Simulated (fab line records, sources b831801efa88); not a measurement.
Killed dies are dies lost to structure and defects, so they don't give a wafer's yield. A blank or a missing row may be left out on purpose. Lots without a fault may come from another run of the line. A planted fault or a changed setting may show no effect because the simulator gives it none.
Chamber matching | flow gf180mcu | GF_V2_CMP_26 on cmp-02: 4 sister chambers
The step polishes, stops on SiO2, t overpolish 15 s, target thk 0 nm. 4 wafers are shown with their chamber, then 7 later ones without.

WAFERS WITH THEIR CHAMBER
wafer  | chamber | motor_current_A (A)
L107.2 | 2       | 10.6
L115.1 | 0       | 12.9
L116.1 | 1       | 10.6
L116.2 | 3       | 11.3

WAFERS WITHOUT THEIR CHAMBER
wafer  | motor_current_A (A)
L116.4 | 13.4
L117.1 | 11.0
L117.3 | 10.2
L117.5 | 13.2
L118.1 | 10.1
L118.4 | 13.3
L118.5 | 10.0

WHICH CHAMBER EACH WENT THROUGH
wafer  | from the rows above          | in truth
L116.4 | 0                            | 0
L117.1 | can't be placed: 3 or 1 or 2 | 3
L117.3 | can't be placed: 1 or 2 or 3 | 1
L117.5 | 0                            | 0
L118.1 | can't be placed: 1 or 2 or 3 | 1
L118.4 | 0                            | 0
L118.5 | can't be placed: 1 or 2 or 3 | 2
Placed correctly: 3 of 7. Can't be placed from these rows: 4 (the true chamber is among the candidates in 4). Placed wrongly: 0.
How it was worked out, from the rows above alone: a wafer's distance from a chamber is the root of the sum, over the readings, of the square of ((its reading less the chamber's mean) divided by the reading's scatter). The wafer belongs to the nearest chamber; if the next one is less than 2 further off, it can't be placed. A chamber's mean is the mean of its shown wafers. The scatter: with one shown wafer a chamber, the root of the mean of the squares of how far each hidden wafer lies from its nearest shown one.
